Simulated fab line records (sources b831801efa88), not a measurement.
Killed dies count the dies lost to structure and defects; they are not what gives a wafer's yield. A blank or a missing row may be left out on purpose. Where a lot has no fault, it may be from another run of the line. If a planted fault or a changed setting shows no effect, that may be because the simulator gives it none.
Matching of chambers ; flow sky130 ; SKY_VIA2_CMP_24 on cmp-02: 4 sister chambers
The step polishes, stops on SiO2, t overpolish 20 s, target thk 0 nm. 19 wafers are shown with their chamber, then 9 later ones without.

== WAFERS WITH THEIR CHAMBER ==
wafer;chamber;motor current A (A);edge zone pressure frac;overpolish run s (s)
L632.1;2;10.6;0.999;20.004
L632.2;1;12.3;1.001;19.999
L632.4;3;10.0;0.994;20.007
L634.1;0;10.4;1.006;19.997
L634.2;2;10.4;1.004;19.991
L634.4;3;10.1;0.997;19.999
L636.3;3;10.7;0.994;19.993
L636.4;2;10.7;1.003;20.022
L636.5;1;11.6;1.001;20.007
L638.2;1;11.9;1.002;20.000
L638.3;3;10.4;1.001;20.011
L638.6;0;10.3;0.997;19.991
L639.3;1;12.4;0.996;19.999
L639.4;0;10.4;0.994;19.975
L639.5;1;12.5;0.991;20.015
L643.1;1;12.3;0.998;19.985
L643.2;0;10.3;1.002;19.999
L643.5;1;11.8;0.996;19.987
L644.1;2;10.5;1.000;19.999

SIGNATURES, as means of the wafers listed above
reading;chamber 0;chamber 1;chamber 2;chamber 3;scatter within a chamber
motor current A;10.350;12.114;10.550;10.300;0.267
edge zone pressure frac;0.99975;0.99786;1.00150;0.99650;0.00388
overpolish run s;19.99050;19.99886;20.00400;20.00250;0.0107
Rule: for each reading, subtract the chamber's mean from the wafer's reading, divide by that reading's scatter and square the result; add these up over the readings and take the root, which gives the wafer's distance from the chamber. The wafer belongs to the nearest chamber; if the next one is less than 2 further off, it can't be placed. How the scatter is found: for the shown wafers, subtract from each reading the mean of its chamber, square and add these, divide the total by (wafers less chambers), then take the root.

== WAFERS WITHOUT THEIR CHAMBER ==
wafer;motor current A (A);edge zone pressure frac;overpolish run s (s)
L644.2;12.3;1.009;20.006
L644.6;10.4;1.000;19.991
L645.1;10.4;0.999;20.003
L645.2;11.2;1.010;20.012
L645.4;10.5;0.992;19.984
L646.3;10.0;0.998;19.989
L646.6;10.2;1.000;20.007
L647.3;10.4;1.005;20.003
L648.2;12.4;1.007;19.983

== WHICH CHAMBER EACH WENT THROUGH ==
wafer;from the rows above;in truth
L644.2;1;1
L644.6;can't be placed: 0 or 2 or 3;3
L645.1;can't be placed: 3 or 2 or 0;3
L645.2;can't be placed: 2 or 0 or 1 or 3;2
L645.4;can't be placed: 0 or 3 or 2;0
L646.3;can't be placed: 0 or 3 or 2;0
L646.6;can't be placed: 3 or 2 or 0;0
L647.3;can't be placed: 2 or 0 or 3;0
L648.2;1;1
Correct placement for 2 of the 9. Unplaceable from these rows: 7, with the true chamber sitting among the candidates in 7. Placed wrongly: 0.
